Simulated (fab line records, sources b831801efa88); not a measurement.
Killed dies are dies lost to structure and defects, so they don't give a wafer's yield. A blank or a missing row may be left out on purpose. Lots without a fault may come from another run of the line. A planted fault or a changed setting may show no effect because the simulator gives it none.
A struck lot beside a sound one | flow sky130 | 15 steps out of a route of 708
Sound: wafers L916.2, L916.3, L916.6. Struck: wafers L918.1, L918.2, L918.3. The cause comes at the end.
At each step with rows: each side's tool, then ch and its chambers, then its first start. Under that, the readings that differ: sound wafers | struck wafers | difference of the means | sigmas: that difference in standard deviations of wafers without a fault.
alike: readings whose means differ by less than 2 such deviations, and words and numbers that are the same on both sides. not compared: withheld readings, readings that some wafer has no value for, bounds like >300 that may hide the same value, and numbers for which the record gives no deviation and whose values overlap.
The two part at a step that has a row with sigmas, a row that says differs or no value, or rows on one side only. Numbers that don't overlap but have no deviation are shown without sigmas and don't part them. A reading that every wafer of one side lacks parts them only if that side has two wafers or more.

first, 7 steps without rows for these wafers: SKY_LDD_LDN_DEHYDRATE_00 (time 60 s); SKY_LDD_LDN_HMDS_01 (prime time 60 s); SKY_LDD_LDN_COAT_02 (resist thk 1140 nm); SKY_LDD_LDN_SOFTBAKE_03 (time 60 s); SKY_LDD_LDN_EXPOSE_04 (exposes mask LDNTM, target cd 700 nm); SKY_LDD_LDN_PEB_05; SKY_LDD_LDN_DEVELOP_06 (develop time 60 s).
SKY_LDD_LDN_OVL_MEAS_07:
  sound on overlay-02, day 27 11:33; struck on overlay-01, day 28 05:11
  alike: LDD_LDN_OVL
then, 4 steps without rows for these wafers: SKY_LDD_LDN_IMPLANT_08; SKY_LDD_LDN_IMPLANT_09; SKY_LDD_LDN_IMPLANT_10; SKY_LDD_LDN_IMPLANT_11.
SKY_LDD_LDN_STRIP_12: strips in O2/N2.
  sound on plasma_asher-03 ch 0,1, day 27 12:11; struck on plasma_asher-04 ch 0,1, day 28 05:50
  no value came back on the struck wafers for chamber_pressure_mTorr (mTorr), drypump_motor_current_A (A), oes_product_au (a.u.), strip_time_to_endpoint_s (s); on the sound wafers chamber_pressure_mTorr (mTorr) reads 1501.9 1498.1 1500.9
  reading                                      | sound | struck         | difference | sigmas
  model.NOVOLAK_of_LDD_LDN_COAT_02.thk_nm (nm) | 0 0 0 | 1142 1141 1141 | +1141      |
  not compared: rf_hours_counter_h
SKY_LDD_LDN_TW_MEAS_13:
  sound on film_metro-04, day 27 12:17; struck on film_metro-01, day 28 05:56
  alike: LDD_LDN_TW
-- the record jumps here: 21 days lie between the struck wafers' starts before and after (it left off in module LDD_LDN and takes up again in module PAD_OPEN, whose first step shown is number 708 of the route) --
SKY_PAD_OPEN_PROBE_99:
  sound on prober-01, day 48 18:31; struck on prober-01, day 49 05:01
  reading             | sound     | struck      | difference | sigmas
  killed_at_front_end | 17 12 13  | 416 418 407 | +400       | +93
  killed_dies         | 86 85 101 | 492 492 492 | +401       | +46
  killed_on_rim       | 15 13 20  | 96 96 96    | +80        | +22
  alike: killed_at_M0_to_M3, killed_at_M4_up, killed_at_contacts, killed_at_other, killed_open, killed_short

WHERE THEY PART
First at SKY_LDD_LDN_STRIP_12; last, within this record, at SKY_PAD_OPEN_PROBE_99.

WHY: what the simulator had put in
Skipped step whole: plasma_asher-04, from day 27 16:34 on, at SKY_LDD_LDN_STRIP_12. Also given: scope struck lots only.
